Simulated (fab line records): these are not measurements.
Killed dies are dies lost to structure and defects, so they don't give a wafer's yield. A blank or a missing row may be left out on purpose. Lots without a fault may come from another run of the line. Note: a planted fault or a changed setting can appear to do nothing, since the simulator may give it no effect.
What tool caused it? / flow gf180mcu / Sampling: 24 lots, 72 wafers, 5 of 602 route steps

== WHAT THE GAUGES READ, wafer by wafer ==
GF_V5_RS_MEAS_24: measurement is done with a four-point probe.
lot=L074; measured=day 26 23:56; on=filmMetro-04; V5_W_RS (ohm/sq)=0.324 0.324 0.327
lot=L075; measured=day 27 05:20; on=filmMetro-04; V5_W_RS (ohm/sq)=0.328 0.327 0.325
lot=L076; measured=day 27 16:05; on=filmMetro-02; V5_W_RS (ohm/sq)=0.327 0.327 0.329
lot=L077; measured=day 27 22:14; on=filmMetro-04; V5_W_RS (ohm/sq)=0.327 0.322 0.326
lot=L078; measured=day 28 08:05; on=filmMetro-04; V5_W_RS (ohm/sq)=0.330 0.327 0.326
lot=L079; measured=day 28 14:55; on=filmMetro-02; V5_W_RS (ohm/sq)=0.324 0.320 0.326
lot=L080; measured=day 29 02:50; on=filmMetro-04; V5_W_RS (ohm/sq)=0.332 0.326 0.329
lot=L081; measured=day 29 13:25; on=filmMetro-02; V5_W_RS (ohm/sq)=0.324 0.324 0.318
lot=L082; measured=day 29 19:59; on=filmMetro-02; V5_W_RS (ohm/sq)=0.323 0.326 0.323
lot=L083; measured=day 30 03:05; on=filmMetro-04; V5_W_RS (ohm/sq)=0.330 0.332 0.333
lot=L084; measured=day 30 09:01; on=filmMetro-04; V5_W_RS (ohm/sq)=0.333 0.330 0.329
lot=L085; measured=day 30 15:29; on=filmMetro-01; V5_W_RS (ohm/sq)=0.326 0.329 0.327
lot=L086; measured=day 30 23:17; on=filmMetro-02; V5_W_RS (ohm/sq)=0.322 0.325 0.323
lot=L087; measured=day 31 06:47; on=filmMetro-04; V5_W_RS (ohm/sq)=0.328 0.330 0.328
lot=L088; measured=day 31 16:15; on=filmMetro-02; V5_W_RS (ohm/sq)=0.330 0.326 0.329
lot=L089; measured=day 32 00:34; on=filmMetro-01; V5_W_RS (ohm/sq)=0.318 0.319 0.317
lot=L090; measured=day 32 06:19; on=filmMetro-01; V5_W_RS (ohm/sq)=0.329 0.328 0.325
lot=L091; measured=day 32 09:37; on=filmMetro-04; V5_W_RS (ohm/sq)=0.321 0.322 0.324
lot=L092; measured=day 32 14:50; on=filmMetro-04; V5_W_RS (ohm/sq)=0.329 0.329 0.329
lot=L093; measured=day 32 20:20; on=filmMetro-02; V5_W_RS (ohm/sq)=0.321 0.321 0.318
lot=L094; measured=day 32 21:29; on=filmMetro-02; V5_W_RS (ohm/sq)=0.325 0.323 0.323
lot=L095; measured=day 33 05:20; on=filmMetro-01; V5_W_RS (ohm/sq)=0.327 0.326 0.325
lot=L097; measured=day 33 10:32; on=filmMetro-02; V5_W_RS (ohm/sq)=0.326 0.326 0.323
lot=L096; measured=day 33 14:41; on=filmMetro-04; V5_W_RS (ohm/sq)=0.328 0.327 0.326

GF_V5_THK_MEAS_25: measures by xrf.
lot=L074; measured=day 27 00:02; on=filmMetro-04; V5_W_THK (nm)=351 353 349
lot=L075; measured=day 27 05:26; on=filmMetro-04; V5_W_THK (nm)=350 346 347
lot=L076; measured=day 27 16:13; on=filmMetro-02; V5_W_THK (nm)=347 346 345
lot=L077; measured=day 27 22:22; on=filmMetro-04; V5_W_THK (nm)=348 352 349
lot=L078; measured=day 28 08:11; on=filmMetro-04; V5_W_THK (nm)=348 352 352
lot=L079; measured=day 28 15:02; on=filmMetro-02; V5_W_THK (nm)=353 358 351
lot=L080; measured=day 29 02:56; on=filmMetro-04; V5_W_THK (nm)=340 347 345
lot=L081; measured=day 29 13:32; on=filmMetro-02; V5_W_THK (nm)=350 350 355
lot=L082; measured=day 29 20:06; on=filmMetro-02; V5_W_THK (nm)=352 346 351
lot=L083; measured=day 30 03:11; on=filmMetro-04; V5_W_THK (nm)=343 344 340
lot=L084; measured=day 30 09:08; on=filmMetro-04; V5_W_THK (nm)=339 343 343
lot=L085; measured=day 30 15:35; on=filmMetro-01; V5_W_THK (nm)=348 348 347
lot=L086; measured=day 30 23:25; on=filmMetro-02; V5_W_THK (nm)=354 351 354
lot=L087; measured=day 31 06:54; on=filmMetro-04; V5_W_THK (nm)=345 341 346
lot=L088; measured=day 31 16:22; on=filmMetro-02; V5_W_THK (nm)=342 348 343
lot=L089; measured=day 32 00:40; on=filmMetro-01; V5_W_THK (nm)=351 350 352
lot=L090; measured=day 32 06:26; on=filmMetro-01; V5_W_THK (nm)=336 340 344
lot=L091; measured=day 32 09:44; on=filmMetro-04; V5_W_THK (nm)=356 353 352
lot=L092; measured=day 32 14:57; on=filmMetro-04; V5_W_THK (nm)=345 345 347
lot=L093; measured=day 32 20:26; on=filmMetro-02; V5_W_THK (nm)=352 351 359
lot=L094; measured=day 32 21:37; on=filmMetro-02; V5_W_THK (nm)=349 352 352
lot=L095; measured=day 33 05:27; on=filmMetro-01; V5_W_THK (nm)=346 347 350
lot=L097; measured=day 33 10:39; on=filmMetro-02; V5_W_THK (nm)=347 345 351
lot=L096; measured=day 33 14:47; on=filmMetro-04; V5_W_THK (nm)=349 352 351

GF_TOP_METAL_CD_MEAS_14 targets a cd of 440 nm.
lot=L074; measured=day 27 20:51; on=cdSem-01; cdNm (nm)=441.3 442.7 442.8
lot=L075; measured=day 28 01:19; on=cdSem-02; cdNm (nm)=442.7 445.0 442.8
lot=L076; measured=day 28 12:05; on=cdSem-01; cdNm (nm)=438.2 440.5 440.8
lot=L077; measured=day 28 18:29; on=cdSem-01; cdNm (nm)=436.5 435.6 437.4
lot=L078; measured=day 29 04:11; on=cdSem-01; cdNm (nm)=436.7 436.9 439.6
lot=L079; measured=day 29 10:17; on=cdSem-02; cdNm (nm)=437.9 440.1 438.4
lot=L080; measured=day 29 22:21; on=cdSem-02; cdNm (nm)=444.9 441.3 442.2
lot=L081; measured=day 30 08:34; on=cdSem-01; cdNm (nm)=437.3 441.5 437.4
lot=L082; measured=day 30 14:22; on=cdSem-02; cdNm (nm)=437.6 437.6 435.8
lot=L083; measured=day 30 21:43; on=cdSem-01; cdNm (nm)=443.6 442.6 441.9
lot=L084; measured=day 31 03:26; on=cdSem-02; cdNm (nm)=441.7 442.7 443.1
lot=L085; measured=day 31 09:56; on=cdSem-02; cdNm (nm)=439.8 440.3 439.3
lot=L086; measured=day 31 17:17; on=cdSem-01; cdNm (nm)=437.2 441.1 438.5
lot=L087; measured=day 32 00:28; on=cdSem-01; cdNm (nm)=439.9 437.9 438.5
lot=L088; measured=day 32 09:14; on=cdSem-01; cdNm (nm)=436.8 436.8 436.2
lot=L089; measured=day 32 17:13; on=cdSem-02; cdNm (nm)=441.1 444.5 441.8
lot=L090; measured=day 32 22:29; on=cdSem-02; cdNm (nm)=443.8 442.9 443.1
lot=L091; measured=day 33 02:34; on=cdSem-02; cdNm (nm)=439.9 438.1 439.7
lot=L092; measured=day 33 07:25; on=cdSem-02; cdNm (nm)=441.3 441.1 440.9
lot=L093; measured=day 33 12:25; on=cdSem-02; cdNm (nm)=444.3 445.4 444.9
lot=L094; measured=day 33 13:38; on=cdSem-01; cdNm (nm)=443.6 442.3 441.4
lot=L095; measured=day 33 22:02; on=cdSem-02; cdNm (nm)=440.9 439.7 438.9
lot=L097; measured=day 34 03:15; on=cdSem-02; cdNm (nm)=443.0 440.5 441.6
lot=L096; measured=day 34 06:34; on=cdSem-02; cdNm (nm)=441.0 439.8 439.6

== TOOL THAT RAN EACH LOT (tool first, then ch and the chambers of the sampled wafers, then the start) ==
lot=L074; GF_V4_STRIP_18=plasmaAsher-04 ch 0,1, day 24 02:43; GF_TOP_METAL_SPUTTER_02=pvdSputter-04, day 27 00:31
lot=L075; GF_V4_STRIP_18=plasmaAsher-04 ch 0,1, day 24 09:28; GF_TOP_METAL_SPUTTER_02=pvdSputter-04, day 27 05:55
lot=L076; GF_V4_STRIP_18=plasmaAsher-04 ch 0,1, day 24 21:10; GF_TOP_METAL_SPUTTER_02=pvdSputter-02, day 27 16:42
lot=L077; GF_V4_STRIP_18=plasmaAsher-03 ch 1, day 25 03:49; GF_TOP_METAL_SPUTTER_02=pvdSputter-03, day 27 22:51
lot=L078; GF_V4_STRIP_18=plasmaAsher-03 ch 0, day 25 14:37; GF_TOP_METAL_SPUTTER_02=pvdSputter-04, day 28 08:40
lot=L079; GF_V4_STRIP_18=plasmaAsher-04 ch 0,1, day 25 21:16; GF_TOP_METAL_SPUTTER_02=pvdSputter-04, day 28 15:35
lot=L080; GF_V4_STRIP_18=plasmaAsher-01 ch 0,1, day 26 10:40; GF_TOP_METAL_SPUTTER_02=pvdSputter-02, day 29 03:25
lot=L081; GF_V4_STRIP_18=plasmaAsher-04 ch 0,1, day 26 23:34; GF_TOP_METAL_SPUTTER_02=pvdSputter-02, day 29 14:01
lot=L082; GF_V4_STRIP_18=plasmaAsher-04 ch 0,1, day 27 05:01; GF_TOP_METAL_SPUTTER_02=pvdSputter-04, day 29 20:35
lot=L083; GF_V4_STRIP_18=plasmaAsher-04 ch 0,1, day 27 13:31; GF_TOP_METAL_SPUTTER_02=pvdSputter-04, day 30 03:40
lot=L084; GF_V4_STRIP_18=plasmaAsher-04 ch 0,1, day 27 19:31; GF_TOP_METAL_SPUTTER_02=pvdSputter-02, day 30 09:37
lot=L085; GF_V4_STRIP_18=plasmaAsher-01 ch 0,1, day 28 03:58; GF_TOP_METAL_SPUTTER_02=pvdSputter-03, day 30 16:04
lot=L086; GF_V4_STRIP_18=plasmaAsher-04 ch 0,1, day 28 10:34; GF_TOP_METAL_SPUTTER_02=pvdSputter-02, day 30 23:54
lot=L087; GF_V4_STRIP_18=plasmaAsher-03 ch 0,1, day 28 19:22; GF_TOP_METAL_SPUTTER_02=pvdSputter-02, day 31 07:23
lot=L088; GF_V4_STRIP_18=plasmaAsher-01 ch 0,1, day 29 05:49; GF_TOP_METAL_SPUTTER_02=pvdSputter-03, day 31 16:52
lot=L089; GF_V4_STRIP_18=plasmaAsher-04 ch 0,1, day 29 13:59; GF_TOP_METAL_SPUTTER_02=pvdSputter-03, day 32 01:08
lot=L090; GF_V4_STRIP_18=plasmaAsher-04 ch 0,1, day 29 20:19; GF_TOP_METAL_SPUTTER_02=pvdSputter-02, day 32 06:55
lot=L091; GF_V4_STRIP_18=plasmaAsher-01 ch 0,1, day 29 23:34; GF_TOP_METAL_SPUTTER_02=pvdSputter-03, day 32 10:13
lot=L092; GF_V4_STRIP_18=plasmaAsher-01 ch 0,1, day 30 05:58; GF_TOP_METAL_SPUTTER_02=pvdSputter-02, day 32 15:26
lot=L093; GF_V4_STRIP_18=plasmaAsher-04 ch 0,1, day 30 12:41; GF_TOP_METAL_SPUTTER_02=pvdSputter-03, day 32 20:55
lot=L094; GF_V4_STRIP_18=plasmaAsher-03 ch 0,1, day 30 13:28; GF_TOP_METAL_SPUTTER_02=pvdSputter-02, day 32 22:06
lot=L095; GF_V4_STRIP_18=plasmaAsher-03 ch 0,1, day 30 22:10; GF_TOP_METAL_SPUTTER_02=pvdSputter-03, day 33 06:07
lot=L097; GF_V4_STRIP_18=plasmaAsher-01 ch 0,1, day 31 03:52; GF_TOP_METAL_SPUTTER_02=pvdSputter-04, day 33 11:08
lot=L096; GF_V4_STRIP_18=plasmaAsher-03 ch 0,1, day 31 08:36; GF_TOP_METAL_SPUTTER_02=pvdSputter-03, day 33 15:16
- GF_V4_STRIP_18: strips in O2/N2.
- GF_TOP_METAL_SPUTTER_02: material AlCu, target thk 900 nm, time 47.82 s.

== AS READ BY THE TOOLS THEMSELVES (means over the sampled wafers that have a number; for cases with no such wafer, the mark the record gives instead) ==
GF_V4_STRIP_18.
lot=L074; tool=plasmaAsher-04; drypumpMotorCurrentA (A)=6.0; heaterPowerW (W)=330; oesProductAu (a.u.)=0.590
lot=L075; tool=plasmaAsher-04; drypumpMotorCurrentA (A)=5.7; heaterPowerW (W)=328; oesProductAu (a.u.)=0.590
lot=L076; tool=plasmaAsher-04; drypumpMotorCurrentA (A)=5.7; heaterPowerW (W)=322; oesProductAu (a.u.)=0.591
lot=L077; tool=plasmaAsher-03; drypumpMotorCurrentA (A)=6.4; heaterPowerW (W)=279; oesProductAu (a.u.)=0.594
lot=L078; tool=plasmaAsher-03; drypumpMotorCurrentA (A)=6.1; heaterPowerW (W)=331; oesProductAu (a.u.)=0.591
lot=L079; tool=plasmaAsher-04; drypumpMotorCurrentA (A)=5.7; heaterPowerW (W)=326; oesProductAu (a.u.)=0.592
lot=L080; tool=plasmaAsher-01; drypumpMotorCurrentA (A)=5.8; heaterPowerW (W)=358; oesProductAu (a.u.)=0.592
lot=L081; tool=plasmaAsher-04; drypumpMotorCurrentA (A)=5.9; heaterPowerW (W)=327; oesProductAu (a.u.)=0.593
lot=L082; tool=plasmaAsher-04; drypumpMotorCurrentA (A)=5.7; heaterPowerW (W)=324; oesProductAu (a.u.)=0.592
lot=L083; tool=plasmaAsher-04; drypumpMotorCurrentA (A)=6.0; heaterPowerW (W)=327; oesProductAu (a.u.)=0.592
lot=L084; tool=plasmaAsher-04; drypumpMotorCurrentA (A)=6.0; heaterPowerW (W)=331; oesProductAu (a.u.)=0.593
lot=L085; tool=plasmaAsher-01; drypumpMotorCurrentA (A)=5.8; heaterPowerW (W)=352; oesProductAu (a.u.)=0.591
lot=L086; tool=plasmaAsher-04; drypumpMotorCurrentA (A)=5.7; heaterPowerW (W)=326; oesProductAu (a.u.)=0.593
lot=L087; tool=plasmaAsher-03; drypumpMotorCurrentA (A)=6.3; heaterPowerW (W)=297; oesProductAu (a.u.)=0.585
lot=L088; tool=plasmaAsher-01; drypumpMotorCurrentA (A)=5.9; heaterPowerW (W)=347; oesProductAu (a.u.)=0.591
lot=L089; tool=plasmaAsher-04; drypumpMotorCurrentA (A)=6.0; heaterPowerW (W)=331; oesProductAu (a.u.)=0.595
lot=L090; tool=plasmaAsher-04; drypumpMotorCurrentA (A)=6.0; heaterPowerW (W)=323; oesProductAu (a.u.)=0.589
lot=L091; tool=plasmaAsher-01; drypumpMotorCurrentA (A)=5.8; heaterPowerW (W)=351; oesProductAu (a.u.)=0.589
lot=L092; tool=plasmaAsher-01; drypumpMotorCurrentA (A)=5.8; heaterPowerW (W)=354; oesProductAu (a.u.)=0.590
lot=L093; tool=plasmaAsher-04; drypumpMotorCurrentA (A)=6.0; heaterPowerW (W)=330; oesProductAu (a.u.)=0.597
lot=L094; tool=plasmaAsher-03; drypumpMotorCurrentA (A)=6.3; heaterPowerW (W)=318; oesProductAu (a.u.)=0.593
lot=L095; tool=plasmaAsher-03; drypumpMotorCurrentA (A)=6.3; heaterPowerW (W)=295; oesProductAu (a.u.)=0.595
lot=L097; tool=plasmaAsher-01; drypumpMotorCurrentA (A)=5.8; heaterPowerW (W)=351; oesProductAu (a.u.)=0.590
lot=L096; tool=plasmaAsher-03; drypumpMotorCurrentA (A)=6.3; heaterPowerW (W)=311; oesProductAu (a.u.)=0.590

GF_TOP_METAL_SPUTTER_02.
lot=L074; tool=pvdSputter-04; throttleValvePct (%)=30.8
lot=L075; tool=pvdSputter-04; throttleValvePct (%)=30.3
lot=L076; tool=pvdSputter-02; throttleValvePct (%)=29.3
lot=L077; tool=pvdSputter-03; throttleValvePct (%)=29.7
lot=L078; tool=pvdSputter-04; throttleValvePct (%)=30.2
lot=L079; tool=pvdSputter-04; throttleValvePct (%)=30.5
lot=L080; tool=pvdSputter-02; throttleValvePct (%)=29.9
lot=L081; tool=pvdSputter-02; throttleValvePct (%)=29.2
lot=L082; tool=pvdSputter-04; throttleValvePct (%)=30.0
lot=L083; tool=pvdSputter-04; throttleValvePct (%)=30.9
lot=L084; tool=pvdSputter-02; throttleValvePct (%)=29.2
lot=L085; tool=pvdSputter-03; throttleValvePct (%)=29.7
lot=L086; tool=pvdSputter-02; throttleValvePct (%)=29.7
lot=L087; tool=pvdSputter-02; throttleValvePct (%)=29.9
lot=L088; tool=pvdSputter-03; throttleValvePct (%)=29.8
lot=L089; tool=pvdSputter-03; throttleValvePct (%)=28.3
lot=L090; tool=pvdSputter-02; throttleValvePct (%)=29.9
lot=L091; tool=pvdSputter-03; throttleValvePct (%)=29.1
lot=L092; tool=pvdSputter-02; throttleValvePct (%)=29.1
lot=L093; tool=pvdSputter-03; throttleValvePct (%)=28.3
lot=L094; tool=pvdSputter-02; throttleValvePct (%)=30.9
lot=L095; tool=pvdSputter-03; throttleValvePct (%)=30.3
lot=L097; tool=pvdSputter-04; throttleValvePct (%)=30.2
lot=L096; tool=pvdSputter-03; throttleValvePct (%)=29.9

== THE ANSWER, worked out from the rows above alone ==
Rule: the lots themselves supply what counts as usual. Put in order of their means at a reading, lots are off if they are a third of the lots or fewer, leave a main group of 4 or more, and stand apart from it by a gap of 3 or more times the standard deviation of the main group's means; of several such gaps the widest counts. Not used: any main group whose means are identical at the precision the tables above print for the reading. A lot without any number at a reading at which 4 lots or more have one is off too. Where the step has rows for the other lots, those lots are counted as sound. After the gauges, taken in route order, come the tools' own readings; for these a lot's mean is taken, as printed above. The first step at which some lot is off is used, and at that step the reading that is off furthest; a lot without a number counts as furthest.
Across all readings shown, no lot is off: no conclusion can be drawn from this.

== WHAT THE SIMULATOR HAD PUT IN ==
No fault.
